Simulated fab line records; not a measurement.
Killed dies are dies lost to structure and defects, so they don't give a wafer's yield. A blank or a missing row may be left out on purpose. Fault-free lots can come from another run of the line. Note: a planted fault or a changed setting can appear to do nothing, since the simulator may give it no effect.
fab line records ; flow sky130 ; part 2 of 2: steps 29 to 40 of 40
record lots=5; wafers=15; lastDay=49
route steps=708 shown VT_ADJUST_LVTN@112 VT_ADJUST_NCORE@119 VT_ADJUST_HVTR@131 VT_ADJUST_PCH@143
lots with no fault: from the same line, run without faults
startH: the number of hours between the record's first day and the start of the first shown wafer of the lot ; waitH: time in hours since the lot's previous step ; " identical to the entry in the row above ; L1.1+2: a row that stands for several wafers ; - no value, or no start was given ; * or withheld: withheld ; < > ~ a bound
route shown NAME@n: NAME is a module with steps in the file, n the number in the route of the first one ; usual: mean/standard deviation taken from wafers without a fault ; same: alike in all rows ; chamber/n: place in a boat ; sites: per-site readings ; _std_site: standard deviation of those values ; _edge_site: outer sites' mean less inner sites' ; radiusMm: for every site, how far away it sits from the centre of the wafer ; mask NAME#n: copy n ; behind: the most recent tool/chamber to have shaped the wafer ; hold: why the lot went on hold/how many hours it stayed there/how the hold came to an end ; device: whichever transistor did not switch (one of n, p or np) ; end of line: tests of these same wafers at the route's end ; for a step that has no rows: nothing shown but its recipe ; killed: at the first sort, the dies lost to defects and structure; wafer yield is something else ; map: shows each die of a wafer: x if killed, . if not, _ if none is there
set.NAME: the run value of the setting; set.NAME@STEP: its run value at that earlier step ; model.NAME: the simulator's own value behind a step, which no gauge read
lots at selected steps of the route; one table per step, one row per wafer
services: the hour from which a tool's chamber was out of use, counted from the record's first day as startH (under 0 if before that day), plus the number of hours and why
## steps
# step SKY_VT_ADJUST_HVTR_IMPLANT_09
# recipe species=B; energyKev=10; doseCm2=2.1e+12; tiltDeg=withheld
# usual doseIonsCm2=2.0994e+12/2.1e+09
lot.wafer;tool;chamber;startH;waitH;doseIonsCm2
L074.1;implanter-02;0;200.44;0.0;2.0983e+12
L074.5;implanter-02;0;200.44;0.0;2.0944e+12
L074.6;implanter-02;0;200.44;0.0;2.0968e+12
L080.1;implanter-02;0;242.62;0.0;2.1038e+12
L080.2;implanter-02;0;242.62;0.0;2.0977e+12
L080.4;implanter-02;0;242.62;0.0;2.1008e+12
L082.2;implanter-02;0;258.05;0.0;2.0993e+12
L082.4;implanter-02;0;258.05;0.0;2.1001e+12
L082.5;implanter-02;0;258.05;0.0;2.1004e+12
L085.2;implanter-02;0;280.94;0.0;2.0991e+12
L085.3;implanter-02;0;280.94;0.0;2.1002e+12
L085.5;implanter-02;0;280.94;0.0;2.0976e+12
L090.3;implanter-02;0;318.97;0.1;2.0998e+12
L090.4;implanter-02;0;318.97;0.1;2.0998e+12
L090.6;implanter-02;0;318.97;0.1;2.1021e+12
# step SKY_VT_ADJUST_HVTR_STRIP_10
# recipe chemistry=O2/N2; powerW=1400; pressureMtorr=1500; platenTempC=withheld; o2FlowSccm=3000; n2FlowSccm=300; overashFraction=0.5
# usual drypumpMotorCurrentA=5.8/0.37; oesProductAu=0.716/0.004; stripTimeToEndpointS=14.16/0.035
lot.wafer;tool;chamber;startH;waitH;drypumpMotorCurrentA;oesProductAu;rfHoursCounterH;stripTimeToEndpointS
L074.1;plasmaAsher-03;0;200.59;0.1;5.8;0.723;50;14.21
L074.5;plasmaAsher-03;0;200.59;0.1;5.8;0.719;-;14.17
L074.6;plasmaAsher-03;1;200.59;0.1;5.6;0.720;-;14.15
L080.1;plasmaAsher-03;0;242.77;0.1;5.7;0.710;54;14.13
L080.2;plasmaAsher-03;1;242.77;0.1;5.6;0.713;54;14.21
L080.4;plasmaAsher-03;1;242.77;0.1;5.5;0.721;-;14.15
L082.2;plasmaAsher-03;1;258.18;0.1;5.6;0.716;56;14.16
L082.4;plasmaAsher-03;1;258.18;0.1;5.5;0.724;-;14.16
L082.5;plasmaAsher-03;1;258.18;0.1;5.5;0.710;-;14.14
L085.2;plasmaAsher-01;1;281.07;0.1;6.4;0.718;17;14.16
L085.3;plasmaAsher-01;1;281.07;0.1;6.4;0.713;-;14.19
L085.5;plasmaAsher-01;1;281.07;0.1;6.4;0.720;-;14.11
L090.3;plasmaAsher-01;1;319.10;0.1;6.4;0.716;-;14.17
L090.4;plasmaAsher-01;0;319.10;0.1;5.4;0.721;-;14.11
L090.6;plasmaAsher-01;1;319.10;0.1;6.4;0.725;-;14.13
# step SKY_VT_ADJUST_HVTR_TW_MEAS_11
# usual VT_ADJUST_HVTR_TW=210.8/1
lot.wafer;tool;chamber;startH;waitH;VT_ADJUST_HVTR_TW
L074.1;filmMetro-02;-;200.69;0.1;210.9
L074.5;filmMetro-02;-;200.69;0.1;209.1
L074.6;filmMetro-02;-;200.69;0.1;209.4
L080.1;filmMetro-03;-;242.87;0.1;210.1
L080.2;filmMetro-03;-;242.87;0.1;210.9
L080.4;filmMetro-03;-;242.87;0.1;210.6
L082.2;filmMetro-03;-;258.29;0.1;210.9
L082.4;filmMetro-03;-;258.29;0.1;210.2
L082.5;filmMetro-03;-;258.29;0.1;211.2
L085.2;filmMetro-04;-;281.18;0.1;211.0
L085.3;filmMetro-04;-;281.18;0.1;210.9
L085.5;filmMetro-04;-;281.18;0.1;210.6
L090.3;filmMetro-03;-;319.19;0.1;211.7
L090.4;filmMetro-03;-;319.19;0.1;211.6
L090.6;filmMetro-03;-;319.19;0.1;213.0
# step SKY_VT_ADJUST_PCH_DEHYDRATE_00
# recipe tempC=200; timeS=60
# same timeS=60
lot.wafer;tool;chamber;startH;waitH
L074.1+5+6;lithoTrack-04;0;210.58;9.9
L080.1+2+4;lithoTrack-03;0;254.28;11.4
L082.2+4+5;lithoTrack-01;0;269.94;11.6
L085.2+3+5;lithoTrack-01;0;292.74;11.5
L090.3+4+6;lithoTrack-03;0;331.83;12.6
# step SKY_VT_ADJUST_PCH_HMDS_01
# recipe primeTimeS=60; primeTempC=120
lot.wafer;tool;chamber;startH;waitH
L074.1+5+6;lithoTrack-04;0;210.73;0.1
L080.1+2+4;lithoTrack-03;0;254.43;0.1
L082.2+4+5;lithoTrack-01;0;270.09;0.1
L085.2+3+5;lithoTrack-01;0;292.89;0.1
L090.3+4+6;lithoTrack-03;0;331.98;0.1
# step SKY_VT_ADJUST_PCH_COAT_02
# recipe spinRpm=2000; resistThkNm=3000
# usual spinSpeedRpm=1999.8/1.3
lot.wafer;tool;chamber;startH;waitH;spinSpeedRpm
L074.1;lithoTrack-04;0;210.88;0.1;1999.5
L074.5;lithoTrack-04;0;210.88;0.1;2000.0
L074.6;lithoTrack-04;0;210.88;0.1;2000.3
L080.1;lithoTrack-03;0;254.58;0.1;1997.6
L080.2;lithoTrack-03;0;254.58;0.1;1997.5
L080.4;lithoTrack-03;0;254.58;0.1;1999.5
L082.2;lithoTrack-01;0;270.24;0.1;2000.2
L082.4;lithoTrack-01;0;270.24;0.1;2001.6
L082.5;lithoTrack-01;0;270.24;0.1;1999.0
L085.2;lithoTrack-01;0;293.04;0.1;2001.2
L085.3;lithoTrack-01;0;293.04;0.1;2001.1
L085.5;lithoTrack-01;0;293.04;0.1;2000.8
L090.3;lithoTrack-03;0;332.13;0.1;2001.5
L090.4;lithoTrack-03;0;332.13;0.1;1999.8
L090.6;lithoTrack-03;0;332.13;0.1;1999.9
# step SKY_VT_ADJUST_PCH_SOFTBAKE_03
# recipe tempC=109.3; timeS=withheld
lot.wafer;tool;chamber;startH;waitH
L074.1+5+6;lithoTrack-04;0;211.03;0.1
L080.1+2+4;lithoTrack-03;0;254.73;0.1
L082.2+4+5;lithoTrack-01;0;270.40;0.1
L085.2+3+5;lithoTrack-01;0;293.20;0.1
L090.3+4+6;lithoTrack-03;0;332.30;0.1
# step SKY_VT_ADJUST_PCH_EXPOSE_04
# recipe maskId=NWM; na=0.6; sourceShape=conventional; sigmaOuter=0.6; polarization=unpolarized; targetCdNm=840; doseMj=255
# usual exposureDoseMJCm2=255.04/0.27
lot.wafer;tool;chamber;startH;waitH;mask;exposureDoseMJCm2
L074.1;ilineStepper-02;0;-;-;NWM#0;255.19
L074.5;ilineStepper-02;0;-;-;NWM#0;255.38
L074.6;ilineStepper-02;0;-;-;NWM#0;254.97
L080.1;ilineStepper-02;0;-;-;NWM#0;255.36
L080.2;ilineStepper-02;0;-;-;NWM#0;255.00
L080.4;ilineStepper-02;0;-;-;NWM#0;254.94
L082.2;ilineStepper-02;0;-;-;NWM#0;255.25
L082.4;ilineStepper-02;0;-;-;NWM#0;254.88
L082.5;ilineStepper-02;0;-;-;NWM#0;255.13
L085.2;ilineStepper-01;0;-;-;NWM#0;254.77
L085.3;ilineStepper-01;0;-;-;NWM#0;254.97
L085.5;ilineStepper-01;0;-;-;NWM#0;254.98
L090.3;ilineStepper-01;0;-;-;NWM#0;255.10
L090.4;ilineStepper-01;0;-;-;NWM#0;255.34
L090.6;ilineStepper-01;0;-;-;NWM#0;255.29
# step SKY_VT_ADJUST_PCH_PEB_05
# recipe tempC=115; timeS=withheld
lot.wafer;tool;chamber;startH;waitH
L074.1+5+6;lithoTrack-03;0;-;-
L080.1+2+4;lithoTrack-01;0;-;-
L082.2+4+5;lithoTrack-03;0;-;-
L085.2+3+5;lithoTrack-03;0;-;-
L090.3+4+6;lithoTrack-01;0;-;-
# step SKY_VT_ADJUST_PCH_DEVELOP_06
# recipe wallAngleDeg=90; developer=TMAH; developTimeS=60; devTempC=23
lot.wafer;tool;chamber;startH;waitH
L074.1+5+6;lithoTrack-03;0;-;-
L080.1+2+4;lithoTrack-01;0;-;-
L082.2+4+5;lithoTrack-03;0;-;-
L085.2+3+5;lithoTrack-03;0;-;-
L090.3+4+6;lithoTrack-01;0;-;-
# step SKY_VT_ADJUST_PCH_OVL_MEAS_07
# usual VT_ADJUST_PCH_OVL=0.2/1.2
lot.wafer;tool;chamber;startH;waitH;VT_ADJUST_PCH_OVL[nm]
L074.1;overlay-02;-;221.58;-;-2.0
L074.5;overlay-02;-;221.58;-;1.0
L074.6;overlay-02;-;221.58;-;-1.5
L080.1;overlay-01;-;267.21;-;2.6
L080.2;overlay-01;-;267.21;-;3.0
L080.4;overlay-01;-;267.21;-;0.1
L082.2;overlay-02;-;282.74;-;-0.2
L082.4;overlay-02;-;282.74;-;0.1
L082.5;overlay-02;-;282.74;-;0.7
L085.2;overlay-01;-;305.94;-;1.9
L085.3;overlay-01;-;305.94;-;0.9
L085.5;overlay-01;-;305.94;-;1.9
L090.3;overlay-01;-;345.57;-;-0.8
L090.4;overlay-01;-;345.57;-;-2.0
L090.6;overlay-01;-;345.57;-;-0.9
# step SKY_VT_ADJUST_PCH_IMPLANT_08
# recipe species=B; energyKev=10; doseCm2=5e+11; tiltDeg=withheld
# usual doseIonsCm2=5e+11/5.2e+08
lot.wafer;tool;chamber;startH;waitH;doseIonsCm2
L074.1;implanter-03;0;221.62;0.0;5.005e+11
L074.5;implanter-03;0;221.62;0.0;5e+11
L074.6;implanter-03;0;221.62;0.0;4.997e+11
L080.1;implanter-03;0;267.25;0.0;5.003e+11
L080.2;implanter-03;0;267.25;0.0;5.003e+11
L080.4;implanter-03;0;267.25;0.0;4.992e+11
L082.2;implanter-02;0;282.79;0.0;5.005e+11
L082.4;implanter-02;0;282.79;0.0;5.002e+11
L082.5;implanter-02;0;282.79;0.0;4.999e+11
L085.2;implanter-02;0;305.99;0.0;4.995e+11
L085.3;implanter-02;0;305.99;0.0;4.997e+11
L085.5;implanter-02;0;305.99;0.0;4.995e+11
L090.3;implanter-02;0;345.65;0.1;4.995e+11
L090.4;implanter-02;0;345.65;0.1;5e+11
L090.6;implanter-02;0;345.65;0.1;4.993e+11
## services
tool;chamber;startH;hours;kind
implanter-01;-;131.08;20.7;repair
implanter-03;-;140.38;3.2;repair
plasmaAsher-01;-;141.60;0.9;repair
implanter-04;-;148.77;6.2;pm
implanter-01;-;154.64;5.5;pm
plasmaAsher-03;-;161.09;15.6;pm
ilineStepper-02;-;161.41;1.7;pm
implanter-04;-;168.40;3.9;pm
implanter-03;-;173.75;3.5;pm
plasmaAsher-02;-;178.47;14.5;pm
ilineStepper-02;-;193.98;4.4;pm
ilineStepper-02;0;208.26;-;calibration
ilineStepper-01;-;209.15;1.7;pm
implanter-01;-;236.22;2.3;repair
plasmaAsher-04;-;248.52;2.8;pm
plasmaAsher-01;-;253.36;1.3;repair
ilineStepper-01;-;254.39;8.0;repair
implanter-02;-;292.70;2.7;pm
ilineStepper-01;0;292.90;-;calibration
implanter-02;-;295.40;3.0;pm
ilineStepper-02;-;308.74;5.4;repair
